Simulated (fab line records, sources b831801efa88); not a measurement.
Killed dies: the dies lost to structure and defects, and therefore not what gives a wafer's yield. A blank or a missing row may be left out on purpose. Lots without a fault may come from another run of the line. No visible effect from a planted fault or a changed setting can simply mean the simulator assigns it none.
fab line records -- flow sky130
record lots=6, wafers=18, last_day=50
route steps=708 shown LDD_N@239 PAD_OPEN@708
lots untouched by any fault: they come from a run of this same line in which no faults occurred
start_h: hours from the record's first day to the start of the lot's first wafer shown -- wait_h: hours since the lot's step before -- " repeats the value in the row above -- L1.1+2: a single row standing in for several wafers -- - no value, or no start given -- * or withheld: withheld -- < > ~ a bound
route shown NAME@n: a module of which the file shows steps, and the number in the route of the first -- usual: mean/standard deviation taken from wafers without a fault -- same: alike in all rows -- chamber/n: place in a boat -- sites: the reading at each site -- _std_site: standard deviation of those values -- _edge_site: inner sites' mean taken away from outer sites' mean -- radius_mm: for every site, how far away it sits from the centre of the wafer -- mask NAME#n: copy n -- behind: the most recent tool/chamber to have shaped the wafer -- hold: reason for holding the lot/hours on hold/outcome of the hold -- device: the transistor (n, p or np) that didn't switch -- end of line: at the end of the route, the tests of the same wafers -- a step with no rows: only its recipe -- killed: count of dies lost to structure and defects at first sort (not the wafer's yield) -- map: the dies of a wafer, with x for killed, . for not killed, _ for no die there
set.NAME: setting as actually run; set.NAME@STEP: the setting as run at that earlier step -- model.NAME: the simulator's own value behind a step, which no gauge read
lots seen at some steps along the route; tables by step, rows by wafer
services: from which hour (start_h, from the record's first day; less than 0 if before it) a tool's chamber was out of use, for how many hours, and why
## steps
# step SKY_LDD_N_COAT_02
# recipe resist=NOVOLAK, spin_rpm=3000, resist_thk_nm=300
# step SKY_LDD_N_SOFTBAKE_03
# recipe temp_c=90, time_s=60, resist=NOVOLAK
# step SKY_LDD_N_EXPOSE_04
# recipe mask_id=NTM, target_cd_nm=840, na=0.6, source_shape=conventional, sigma_outer=0.6, dose_mj=110
# step SKY_LDD_N_PEB_05
# recipe temp_c=withheld, time_s=*, resist=NOVOLAK
# step SKY_LDD_N_DEVELOP_06
# recipe develop_time_s=60, dev_temp_c=23
# step SKY_LDD_N_OVL_MEAS_07
# usual LDD_N_OVL=0.8/1.2
lot.wafer,tool,chamber,start_h,wait_h,LDD_N_OVL[nm]
L734.1,overlay-01,-,436.05,0.1,1.5
L734.5,overlay-01,-,436.05,0.1,1.5
L734.6,overlay-01,-,436.05,0.1,1.2
L737.1,overlay-01,-,445.50,0.1,0.9
L737.4,overlay-01,-,445.50,0.1,-0.2
L737.6,overlay-01,-,445.50,0.1,0.8
L750.1,overlay-02,-,541.98,0.1,-0.2
L750.3,overlay-02,-,541.98,0.1,0.7
L750.6,overlay-02,-,541.98,0.1,0.4
L752.3,overlay-02,-,558.36,0.1,-0.5
L752.4,overlay-02,-,558.36,0.1,0.2
L752.5,overlay-02,-,558.36,0.1,-0.1
L756.1,overlay-02,-,609.30,0.1,0.1
L756.3,overlay-02,-,609.30,0.1,-0.2
L756.5,overlay-02,-,609.30,0.1,0.7
L757.1,overlay-02,-,611.80,0.1,1.8
L757.3,overlay-02,-,611.80,0.1,0.8
L757.6,overlay-02,-,611.80,0.1,-0.1
# step SKY_LDD_N_IMPLANT_08
# recipe species=As, energy_kev=20, dose_cm2=7.5e+13, tilt_deg=withheld, rotation_deg=23
# step SKY_LDD_N_IMPLANT_09
# recipe species=As, energy_kev=20, dose_cm2=7.5e+13, tilt_deg=withheld, rotation_deg=113
# step SKY_LDD_N_IMPLANT_10
# recipe species=As, energy_kev=20, dose_cm2=7.5e+13, tilt_deg=withheld, rotation_deg=203
# step SKY_LDD_N_IMPLANT_11
# recipe species=As, energy_kev=20, dose_cm2=7.5e+13, tilt_deg=withheld, rotation_deg=293
# step SKY_LDD_N_IMPLANT_12
# recipe species=BF2, energy_kev=50, dose_cm2=5e+12, tilt_deg=30, rotation_deg=0
# step SKY_LDD_N_IMPLANT_13
# recipe species=BF2, energy_kev=50, dose_cm2=5e+12, tilt_deg=30, rotation_deg=90
# step SKY_LDD_N_IMPLANT_14
# recipe species=BF2, energy_kev=50, dose_cm2=5e+12, tilt_deg=30, rotation_deg=180
# usual beam_energy_keV=49.999/0.015, dose_ions_cm2=5e+12/5.8e+09, rotation_deg=180.00/0.034
# same implant_ion_amu=49
lot.wafer,tool,chamber,start_h,wait_h,beam_energy_keV,dose_ions_cm2,rotation_deg
L734.1,implanter-03,0,436.99,0.1,50.013,4.988e+12,179.97
L734.5,implanter-03,0,436.99,0.1,50.014,4.996e+12,180.04
L734.6,implanter-03,0,436.99,0.1,50.018,4.992e+12,180.03
L737.1,implanter-02,0,446.44,0.1,50.037,4.998e+12,180.00
L737.4,implanter-02,0,446.44,0.1,49.994,5.004e+12,179.92
L737.6,implanter-02,0,446.44,0.1,50.022,5.001e+12,179.99
L750.1,implanter-03,0,542.92,0.1,49.997,5.081e+12,179.96
L750.3,implanter-03,0,542.92,0.1,49.998,5.085e+12,179.97
L750.6,implanter-03,0,542.92,0.1,50.024,5.085e+12,179.99
L752.3,implanter-03,0,559.34,0.1,50.002,5.083e+12,180.03
L752.4,implanter-03,0,559.34,0.1,49.996,5.075e+12,180.05
L752.5,implanter-03,0,559.34,0.1,50.011,5.073e+12,179.98
L756.1,implanter-02,0,610.24,0.1,50.044,5.003e+12,180.00
L756.3,implanter-02,0,610.24,0.1,50.032,4.999e+12,180.03
L756.5,implanter-02,0,610.24,0.1,50.022,5.004e+12,180.05
L757.1,implanter-01,0,612.74,0.1,50.008,5.001e+12,180.06
L757.3,implanter-01,0,612.74,0.1,50.004,4.995e+12,180.01
L757.6,implanter-01,0,612.74,0.1,50.000,5.011e+12,179.97
# step SKY_LDD_N_IMPLANT_15
# recipe species=BF2, energy_kev=50, dose_cm2=5e+12, tilt_deg=30, rotation_deg=270
# step SKY_PAD_OPEN_PROBE_99
# usual killed_at_M0_to_M3=44/7.1, killed_at_M4_up=3.0/1.9, killed_at_contacts=25/5.6, killed_at_front_end=14/4.1, killed_at_other=0.2/0.44, killed_dies=86/9.1, killed_on_rim=17/3.7, killed_open=47/7.4, killed_short=39/5.7
# same gross_dies=492, killed_at_back_side=0
lot.wafer,tool,chamber,start_h,wait_h,killed_at_M0_to_M3,killed_at_M4_up,killed_at_contacts,killed_at_front_end,killed_at_other,killed_dies,killed_on_rim,killed_open,killed_short
L734.1,prober-02,-,1091.72,0.1,45,3,21,13,0,82,25,43,39
L734.5,prober-02,-,1091.92,0.2,37,2,26,23,1,89,17,54,32
L734.6,prober-02,-,1091.97,0.2,47,3,30,17,0,97,20,59,38
L737.1,prober-01,-,1102.34,0.1,36,1,23,15,0,75,13,43,32
L737.4,prober-01,-,1102.49,0.2,45,0,21,15,1,82,11,42,40
L737.6,prober-01,-,1102.59,0.2,63,5,26,7,1,102,16,61,41
L750.1,prober-01,-,1165.92,0.1,51,4,30,17,1,103,20,58,45
L750.3,prober-01,-,1166.02,0.2,61,1,27,18,0,107,18,59,48
L750.6,prober-01,-,1166.17,0.2,43,5,24,13,0,85,16,40,45
L752.3,prober-01,-,1170.52,0.2,41,5,15,17,0,78,12,42,36
L752.4,prober-01,-,1170.57,0.2,38,4,24,8,0,74,10,42,32
L752.5,prober-01,-,1170.62,0.2,49,3,15,9,0,76,10,34,42
L756.1,prober-02,-,1204.32,0.1,48,3,21,13,0,85,15,44,41
L756.3,prober-02,-,1204.42,0.2,50,2,28,20,0,100,17,57,43
L756.5,prober-02,-,1204.52,0.2,46,3,27,16,0,92,15,57,35
L757.1,prober-02,-,1208.20,0.1,44,1,24,26,0,95,13,55,40
L757.3,prober-02,-,1208.30,0.2,44,5,16,20,0,85,17,46,39
L757.6,prober-02,-,1208.45,0.2,46,1,25,16,0,88,10,51,37
# killed by level:class
L734.1 VIA1:geometric_particle:open=13 POLY_GATE:geometric_particle:short=6 CONTACT:geometric_particle:open=6 LI_CONTACT:geometric_particle:open=6 CONTACT:geometric_particle:short=5 METAL1:geometric_particle:short=5 METAL2:geometric_particle:short=5 VIA2:geometric_particle:open=5
L734.5 VIA1:geometric_particle:open=8 POLY_GATE:geometric_particle:open=7 CONTACT:geometric_particle:open=7 LI_CONTACT:geometric_particle:open=7 VIA3:geometric_particle:open=7 LI_CONTACT:geometric_particle:short=5 VIA2:geometric_particle:open=5 METAL1:geometric_particle:short=4
L734.6 LI_CONTACT:geometric_particle:open=15 VIA1:geometric_particle:open=11 CONTACT:geometric_particle:open=8 POLY_GATE:geometric_particle:short=6 METAL1:geometric_particle:short=6 VIA3:geometric_particle:open=6 CONTACT:geometric_particle:short=5 VIA2:geometric_particle:open=5
L737.1 VIA1:geometric_particle:open=8 VIA3:geometric_particle:open=8 CONTACT:geometric_particle:open=7 LOCAL_INTERCONNECT:geometric_particle:short=6 VIA2:geometric_particle:open=6 FIELD_ISO:geometric_particle:short=5 LI_CONTACT:geometric_particle:open=5 FIELD_ISO:geometric_particle:open=4
L737.4 VIA1:geometric_particle:open=10 LI_CONTACT:geometric_particle:open=8 VIA3:geometric_particle:open=7 METAL1:geometric_particle:short=6 VIA2:geometric_particle:short=6 POLY_GATE:geometric_particle:short=5 METAL2:geometric_particle:short=5 FIELD_ISO:geometric_particle:open=4
L737.6 VIA1:geometric_particle:open=17 CONTACT:geometric_particle:open=11 LI_CONTACT:geometric_particle:open=9 VIA3:geometric_particle:open=8 VIA1:geometric_particle:short=8 METAL2:geometric_particle:short=6 VIA2:geometric_particle:open=6 METAL1:geometric_particle:short=5
L750.1 CONTACT:geometric_particle:open=14 VIA1:geometric_particle:open=14 METAL2:geometric_particle:short=8 LI_CONTACT:geometric_particle:open=7 VIA3:geometric_particle:open=7 METAL1:geometric_particle:short=6 VIA1:geometric_particle:short=6 POLY_GATE:geometric_particle:open=5
L750.3 VIA2:geometric_particle:open=10 METAL2:geometric_particle:short=10 VIA1:geometric_particle:open=9 CONTACT:geometric_particle:open=8 VIA3:geometric_particle:open=8 LI_CONTACT:geometric_particle:open=7 METAL1:geometric_particle:short=6 FIELD_ISO:geometric_particle:open=5
L750.6 LI_CONTACT:geometric_particle:open=11 METAL3:geometric_particle:short=7 METAL2:geometric_particle:short=6 VIA3:geometric_particle:open=6 CONTACT:geometric_particle:open=4 LI_CONTACT:geometric_particle:short=4 METAL1:geometric_particle:short=4 METAL1:geometric_particle:open=4
L752.3 VIA1:geometric_particle:open=9 VIA1:geometric_particle:short=8 FIELD_ISO:geometric_particle:open=7 VIA3:geometric_particle:open=6 CONTACT:geometric_particle:open=5 FIELD_ISO:geometric_particle:short=4 LI_CONTACT:geometric_particle:open=4 VIA2:geometric_particle:open=4
L752.4 CONTACT:geometric_particle:open=11 VIA1:geometric_particle:open=9 METAL2:geometric_particle:short=6 VIA2:geometric_particle:open=5 LOCAL_INTERCONNECT:geometric_particle:short=4 VIA3:geometric_particle:open=4 FIELD_ISO:geometric_particle:short=3 LI_CONTACT:geometric_particle:open=3
L752.5 VIA1:geometric_particle:open=9 METAL1:geometric_particle:short=8 VIA1:geometric_particle:short=6 METAL3:geometric_particle:short=6 CONTACT:geometric_particle:open=5 VIA3:geometric_particle:open=5 LI_CONTACT:geometric_particle:open=4 METAL2:geometric_particle:short=4
L756.1 VIA1:geometric_particle:open=9 LI_CONTACT:geometric_particle:open=6 CONTACT:geometric_particle:open=6 METAL1:geometric_particle:short=6 LOCAL_INTERCONNECT:geometric_particle:short=5 VIA2:geometric_particle:short=5 VIA3:geometric_particle:open=5 POLY_GATE:geometric_particle:open=4
L756.3 VIA1:geometric_particle:open=11 CONTACT:geometric_particle:open=11 VIA2:geometric_particle:open=8 FIELD_ISO:geometric_particle:short=6 VIA3:geometric_particle:open=6 LI_CONTACT:geometric_particle:open=6 VIA3:geometric_particle:short=6 METAL2:geometric_particle:short=5
L756.5 LI_CONTACT:geometric_particle:open=12 CONTACT:geometric_particle:open=11 VIA1:geometric_particle:open=8 METAL1:geometric_particle:short=7 VIA3:geometric_particle:open=7 VIA2:geometric_particle:open=7 FIELD_ISO:geometric_particle:open=5 VIA2:geometric_particle:short=4
L757.1 FIELD_ISO:geometric_particle:open=12 VIA1:geometric_particle:open=12 CONTACT:geometric_particle:open=8 FIELD_ISO:geometric_particle:short=6 METAL2:geometric_particle:short=6 LI_CONTACT:geometric_particle:short=5 LI_CONTACT:geometric_particle:open=5 LOCAL_INTERCONNECT:geometric_particle:short=5
L757.3 VIA1:geometric_particle:open=13 METAL2:geometric_particle:short=9 FIELD_ISO:geometric_particle:short=6 VIA3:geometric_particle:open=6 LI_CONTACT:geometric_particle:open=6 FIELD_ISO:geometric_particle:open=4 CONTACT:geometric_particle:open=4 METAL1:geometric_particle:short=4
L757.6 VIA1:geometric_particle:open=15 VIA2:geometric_particle:open=9 CONTACT:geometric_particle:open=8 LI_CONTACT:geometric_particle:open=5 CONTACT:geometric_particle:short=5 METAL2:geometric_particle:short=5 FIELD_ISO:geometric_particle:open=4 POLY_GATE:geometric_particle:open=4
## services
tool,chamber,start_h,hours,kind
implanter-03,-,438.78,2.5,repair
implanter-03,-,480.14,6.2,repair
implanter-03,-,509.17,2.9,repair
implanter-03,-,574.23,4.9,pm
implanter-02,-,586.24,3.1,repair
## key
first_sign step=SKY_LDD_N_IMPLANT_14, reading=dose_ions_cm2, direction=up, sigmas=14, usual=*, struck=*
effect none on later readings
met_at SKY_LDD_N_IMPLANT_14
struck_wafers L750.1,L750.3,L750.6,L752.3,L752.4,L752.5
tester_left_out L750,L752
onset_between 436.99 542.92
fault kind=process_parameter_drift, tool=implanter-03, chamber=-, onset_h=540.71, steps=SKY_LDD_N_IMPLANT_14, channel=dose_cm2, offset=*, shape=step, end_h=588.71, acts_in=*, stated=*
# tester_left_out: of these lots the tester's yield and bins aren't shown, on N5 and GAA mostly nor the transistor test; their killed dies are dies lost to structure and defects alone, not to doping, threshold or leakage, so they don't give the yield
